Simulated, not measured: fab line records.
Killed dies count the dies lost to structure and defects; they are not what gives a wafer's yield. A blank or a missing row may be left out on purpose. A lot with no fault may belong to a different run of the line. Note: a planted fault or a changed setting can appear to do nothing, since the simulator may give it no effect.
Which tool is to blame? + flow sky130 + 39 wafers from 13 lots sampled at 4 of the route's 708 steps

## WHAT THE GAUGES READ, wafer by wafer
SKY_CONTACT_THK_MEAS_26: measures by xrf.
| lot  | measured     | on            | CONTACT_W_THK (nm) |
|------|--------------|---------------|--------------------|
| L269 | day 31 18:21 | film-metro-03 | 329 337 328        |
| L273 | day 33 20:08 | film-metro-03 | 337 331 335        |
| L274 | day 34 04:47 | film-metro-03 | 337 340 336        |
| L276 | day 34 13:47 | film-metro-01 | 345 349 343        |
| L275 | day 34 14:46 | film-metro-02 | 334 343 340        |
| L277 | day 35 05:52 | film-metro-03 | 331 332 328        |
| L279 | day 35 09:15 | film-metro-01 | 353 354 348        |
| L281 | day 35 22:11 | film-metro-01 | 349 351 346        |
| L286 | day 37 07:11 | film-metro-03 | 334 346 336        |
| L287 | day 37 11:12 | film-metro-01 | 343 355 342        |
| L289 | day 38 06:13 | film-metro-01 | 346 344 347        |
| L290 | day 38 19:39 | film-metro-01 | 339 347 351        |
| L292 | day 38 21:55 | film-metro-01 | 338 351 346        |

SKY_METAL1_CD_MEAS_15 targets a cd of 140 nm.
| lot  | measured     | on        | cd-nm (nm)        |
|------|--------------|-----------|-------------------|
| L269 | day 32 22:17 | cd-sem-01 | 139.2 140.0 139.8 |
| L273 | day 34 22:52 | cd-sem-02 | 138.7 138.8 139.5 |
| L274 | day 35 07:44 | cd-sem-02 | 136.8 137.6 136.1 |
| L276 | day 35 15:28 | cd-sem-01 | 141.7 141.4 141.3 |
| L275 | day 35 17:16 | cd-sem-02 | 139.4 137.9 138.4 |
| L277 | day 36 09:13 | cd-sem-01 | 140.3 140.6 141.2 |
| L279 | day 36 12:16 | cd-sem-02 | 141.4 141.2 141.8 |
| L281 | day 37 00:26 | cd-sem-02 | 141.5 141.6 142.5 |
| L286 | day 38 09:42 | cd-sem-01 | 139.0 139.8 139.9 |
| L287 | day 38 13:21 | cd-sem-02 | 139.9 137.8 137.8 |
| L289 | day 39 07:56 | cd-sem-01 | 138.2 138.9 136.9 |
| L290 | day 39 20:52 | cd-sem-01 | 137.9 138.5 138.6 |
| L292 | day 39 23:19 | cd-sem-01 | 137.6 137.0 137.6 |

## WHAT TOOL EACH LOT RAN ON (gives the tool, then ch and the chambers of the sampled wafers, and finally the start)
| lot  | SKY_LDD_N_STRIP_16                   | SKY_CONTACT_ETCH_16                |
|------|--------------------------------------|------------------------------------|
| L269 | plasma-asher-01 ch 0,1, day 17 15:14 | rie-diel-01 ch 0,1,3, day 31 17:20 |
| L273 | plasma-asher-01 ch 0,1, day 20 03:32 | rie-diel-01 ch 0,3, day 33 19:07   |
| L274 | plasma-asher-04 ch 0,1, day 20 16:28 | rie-diel-03 ch 0,2,3, day 34 03:44 |
| L276 | plasma-asher-01 ch 0,1, day 20 20:38 | rie-diel-01 ch 1,3, day 34 12:43   |
| L275 | plasma-asher-04 ch 0,1, day 21 00:26 | rie-diel-03 ch 0,1,2, day 34 13:43 |
| L277 | plasma-asher-01 ch 0,1, day 21 20:04 | rie-diel-03 ch 0,1, day 35 04:49   |
| L279 | plasma-asher-04 ch 0, day 22 01:20   | rie-diel-03 ch 1,2, day 35 08:11   |
| L281 | plasma-asher-04 ch 0,1, day 22 13:20 | rie-diel-03 ch 0,1, day 35 21:08   |
| L286 | plasma-asher-01 ch 0,1, day 24 06:41 | rie-diel-01 ch 0,1, day 37 06:10   |
| L287 | plasma-asher-01 ch 0,1, day 24 09:44 | rie-diel-03 ch 0,1,3, day 37 10:08 |
| L289 | plasma-asher-04 ch 0,1, day 25 09:22 | rie-diel-04 ch 2,3, day 38 05:11   |
| L290 | plasma-asher-02 ch 0,1, day 25 18:49 | rie-diel-04 ch 1,2,3, day 38 18:38 |
| L292 | plasma-asher-04 ch 0,1, day 26 01:01 | rie-diel-03 ch 0,1, day 38 20:53   |
- SKY_LDD_N_STRIP_16: strips in O2/N2.
- SKY_CONTACT_ETCH_16: etches BARC in N2/H2, stops on SiO2, time 45.9 s, target depth 60 nm.

## AS READ BY THE TOOLS THEMSELVES (means over the sampled wafers that have a number; for cases with no such wafer, the mark the record gives instead)
SKY_LDD_N_STRIP_16.
| lot  | tool            | drypump-motor-current-A (A) | oes-product-au (a.u.) | strip-time-to-endpoint-s (s) |
|------|-----------------|-----------------------------|-----------------------|------------------------------|
| L269 | plasma-asher-01 | 5.81                        | 0.407                 | 4.324                        |
| L273 | plasma-asher-01 | 5.80                        | 0.409                 | 4.312                        |
| L274 | plasma-asher-04 | 5.79                        | 0.409                 | 4.343                        |
| L276 | plasma-asher-01 | 5.80                        | 0.407                 | 4.325                        |
| L275 | plasma-asher-04 | 5.78                        | 0.410                 | 4.318                        |
| L277 | plasma-asher-01 | 5.82                        | 0.410                 | 4.333                        |
| L279 | plasma-asher-04 | 5.70                        | 0.405                 | 4.310                        |
| L281 | plasma-asher-04 | 5.75                        | 0.406                 | 4.335                        |
| L286 | plasma-asher-01 | 5.81                        | 0.412                 | 4.328                        |
| L287 | plasma-asher-01 | 5.80                        | 0.411                 | 4.323                        |
| L289 | plasma-asher-04 | 5.73                        | 0.402                 | 4.321                        |
| L290 | plasma-asher-02 | 5.66                        | 0.409                 | 4.324                        |
| L292 | plasma-asher-04 | 5.74                        | 0.408                 | 4.340                        |

SKY_CONTACT_ETCH_16.
| lot  | tool        | drypump-motor-current-A (A) | oes-product-au (a.u.) | throttle-valve-pct (%) |
|------|-------------|-----------------------------|-----------------------|------------------------|
| L269 | rie-diel-01 | 5.7                         | 0.857                 | 13.227                 |
| L273 | rie-diel-01 | 5.8                         | 0.854                 | 13.225                 |
| L274 | rie-diel-03 | 5.4                         | 0.853                 | 13.229                 |
| L276 | rie-diel-01 | 5.3                         | 0.854                 | 13.227                 |
| L275 | rie-diel-03 | 5.0                         | 0.853                 | 13.223                 |
| L277 | rie-diel-03 | 4.7                         | 0.856                 | 13.227                 |
| L279 | rie-diel-03 | 5.0                         | 0.858                 | 13.221                 |
| L281 | rie-diel-03 | 4.7                         | 0.857                 | 13.223                 |
| L286 | rie-diel-01 | 5.6                         | 0.852                 | 13.234                 |
| L287 | rie-diel-03 | 5.1                         | 0.852                 | 13.230                 |
| L289 | rie-diel-04 | 6.2                         | 0.852                 | 13.232                 |
| L290 | rie-diel-04 | 6.1                         | 0.855                 | 13.225                 |
| L292 | rie-diel-03 | 4.7                         | 0.852                 | 13.220                 |

## THE ANSWER, worked out from the rows above alone
Rule: usual is defined by the lots themselves. Put in order of their means at a reading, lots are off if they are a third of the lots or fewer, leave a main group of 4 or more, and stand apart from it by a gap of 3 or more times the standard deviation of the main group's means; of several such gaps the widest counts. A main group whose means are all the same, to the digits that the tables above print for the reading, isn't used. Also off: a lot with no number at a reading for which 4 or more lots have one. The other lots that the step has rows for count as sound. The gauges are gone through in route order, then the tools' own readings, and for those a lot's mean is taken as printed above. The first step at which some lot is off is used, and at that step the reading that is off furthest; a lot without a number counts as furthest.
Nothing can be told from this: no lot is off at any reading shown.

## WHAT THE SIMULATOR PUT IN
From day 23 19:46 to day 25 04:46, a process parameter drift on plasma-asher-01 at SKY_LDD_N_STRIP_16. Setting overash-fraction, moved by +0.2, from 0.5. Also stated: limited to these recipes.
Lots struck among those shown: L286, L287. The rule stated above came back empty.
